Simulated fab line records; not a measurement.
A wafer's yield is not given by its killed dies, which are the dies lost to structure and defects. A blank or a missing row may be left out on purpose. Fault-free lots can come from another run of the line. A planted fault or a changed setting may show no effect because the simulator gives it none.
Struck lot and sound lot, side by side | flow gf180mcu | 14 out of 602 route steps
Sound: the wafers L221.1, L221.2, L221.3. Struck: wafers L225.2, L225.5, L225.6. The cause comes at the end.
For every step that has rows: the tool of each side, followed by ch and its chambers, followed by its first start. Under that, the readings that differ: sound wafers | struck wafers | difference of the means | sigmas: that difference in standard deviations of wafers without a fault.
alike: same words and numbers on both sides, and readings whose means sit less than 2 such deviations apart. not compared: any withheld reading, any reading some wafer has no value for, any bound like >300 that may hide the same value, and any number with overlapping values for which the record gives no deviation.
The two part at a step that has a row with sigmas, a row that says differs or no value, or rows on one side only. Numbers that don't overlap but have no deviation are shown without sigmas and don't part them. Lack of a reading on every wafer of one side parts them only where that side has two or more wafers.

GF_TOP_METAL_METAL_ETCH_16: etches the open film in Cl2/BCl3, stops on SiO2, target depth 1077.5 nm, time 179.6 s.
  sound on rieMetal-04 ch 0,1, day 31 09:07; struck on rieMetal-02 ch 0,1, day 32 10:01
  alike: drypumpMotorCurrentA, oesProductAu, throttleValvePct
  not compared: rfHoursCounterH
GF_TOP_METAL_STRIP_17: strips in O2/N2.
  sound on plasmaAsher-04 ch 0,1, day 31 09:17; struck on plasmaAsher-04 ch 0,1, day 32 10:11
reading                  | sound             | struck            | difference | sigmas
stripTimeToEndpointS (s) | 13.66 13.53 13.66 | 13.44 13.36 13.38 | -0.22      | -2
  alike: drypumpMotorCurrentA, heaterPowerW, oesProductAu
  not compared: rfHoursCounterH
then, 2 steps without rows for these wafers: GF_TOP_METAL_STRIP_18 (strips in post etch residue remover, time 1200 s); GF_TOP_METAL_CLEAN_19 (cleans in DIW).
GF_PASSIVATION_CVD_00: deposits SiO2 from TEOS, target thk 1000 nm, time 111.95 s.
  sound on pecvd-02 ch 0,1,2, day 31 09:51; struck on pecvd-02 ch 0,2, day 32 10:43
  alike: heaterPowerW
GF_PASSIVATION_THK_MEAS_01:
  sound on filmMetro-04 at day 31 09:56; struck on filmMetro-01 at day 32 10:51
  alike: PASSIVATION_CVD_00_THK
GF_PASSIVATION_CVD_02: deposits Si3N4, target thk 700 nm, time 486.18 s.
  sound on pecvd-04 ch 0,1,2, day 31 09:59; struck on pecvd-04 ch 1,2, day 32 10:54
  alike: heaterPowerW
GF_PASSIVATION_THK_MEAS_03:
  sound on filmMetro-01 at day 31 10:16; struck on filmMetro-04 at day 32 11:12
  alike: PASSIVATION_CVD_02_THK
then, 4 steps without rows for these wafers: GF_PASSIVATION_DEHYDRATE_04 (time 60 s); GF_PASSIVATION_HMDS_05 (prime time 60 s); GF_PASSIVATION_COAT_06 (resist thk 4000 nm); GF_PASSIVATION_SOFTBAKE_07.
GF_PASSIVATION_EXPOSE_08: exposes mask Pad, target cd 40000 nm.
  struck on ilineStepper-02, day 32 19:41; sound on ilineStepper-01 ch 0, day 31 19:07
  no value came back on the struck wafers for exposureDoseMJCm2, focusOffsetNm (nm); on the sound wafers exposureDoseMJCm2 reads 310.0 309.6 310.2
  alike: mask
next, for these wafers, 1 step has no rows: GF_PASSIVATION_PEB_09.

== WHERE THEY PART ==
Earliest at GF_TOP_METAL_STRIP_17; latest, in this record, at GF_PASSIVATION_EXPOSE_08.

WHY: what had been put in by the simulator
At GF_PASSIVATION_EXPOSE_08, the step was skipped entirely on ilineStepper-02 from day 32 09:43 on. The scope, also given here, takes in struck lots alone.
